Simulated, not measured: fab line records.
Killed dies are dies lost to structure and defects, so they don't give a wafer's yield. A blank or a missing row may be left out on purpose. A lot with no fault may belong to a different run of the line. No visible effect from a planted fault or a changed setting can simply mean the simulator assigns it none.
The tool behind it: which one? | flow gf180mcu | 18 wafers from 6 lots sampled at 3 of the route's 602 steps

## WHAT THE GAUGES READ, wafer by wafer
GF_M4_CD_MEAS_14: target cd 280 nm.
lot  | measured     | on        | cd_nm (nm)
L192 | day 23 19:34 | cd_sem-02 | 279.5 279.7 279.3
L193 | day 24 06:40 | cd_sem-02 | 278.0 277.6 277.5
L196 | day 24 23:20 | cd_sem-01 | 278.9 279.0 278.4
L198 | day 25 11:31 | cd_sem-02 | 280.4 281.3 280.4
L203 | day 27 08:50 | cd_sem-01 | 279.3 280.2 279.6
L211 | day 30 01:01 | cd_sem-02 | 288.3 287.5 288.2

## WHICH TOOL RAN EACH LOT (tool, then ch and the chambers of the sampled wafers, then the start)
lot  | GF_V2_CVD_23                  | GF_M4_SOFTBAKE_10
L192 | cvd_w-01 ch 0,1, day 20 18:20 | litho_track-02 ch 0, day 23 08:27
L193 | cvd_w-01 ch 0,1, day 21 06:16 | litho_track-02 ch 0, day 23 19:21
L196 | cvd_w-01 ch 0,1, day 22 01:14 | litho_track-02 ch 0, day 24 12:27
L198 | cvd_w-02 ch 0,1, day 22 14:05 | litho_track-04 ch 0, day 25 00:37
L203 | cvd_w-02 ch 0,1, day 24 11:38 | litho_track-02 ch 0, day 26 21:57
L211 | cvd_w-01 ch 0,1, day 27 10:41 | litho_track-02 ch 0, day 29 15:28
- GF_V2_CVD_23: deposits W, target thk 350 nm, time 104.94 s.
- GF_M4_SOFTBAKE_10: time 60 s.

## THE ANSWER, worked out from the rows above alone
Rule: the usual values come from the lots themselves. The widest of any qualifying gaps counts: lots, ordered by their means at a reading, are off when they make up no more than a third of the lots, leave a main group of 4 or more, and stand apart from it by 3 or more times the standard deviation of that group's means. Not used: any main group whose means are identical at the precision the tables above print for the reading. A lot without any number at a reading at which 4 lots or more have one is off too. All remaining lots with rows at the step are treated as sound.
Off: L211, at GF_M4_CD_MEAS_14 (cd_nm). The main group: mean 279.3 nm, standard deviation 1.
If a tool, at a process step before that reading, ran all the lots that are off and no sound lot after the first of them, it fits. Gauges at GF_M4_CD_MEAS_14: tried the same way as those tools. Can't be told from this: 3 tools fit, cvd_w-01 at GF_V2_CVD_23, litho_track-02 at GF_M4_SOFTBAKE_10, cd_sem-02 at GF_M4_CD_MEAS_14.

## WHAT WAS PUT IN BY THE SIMULATOR
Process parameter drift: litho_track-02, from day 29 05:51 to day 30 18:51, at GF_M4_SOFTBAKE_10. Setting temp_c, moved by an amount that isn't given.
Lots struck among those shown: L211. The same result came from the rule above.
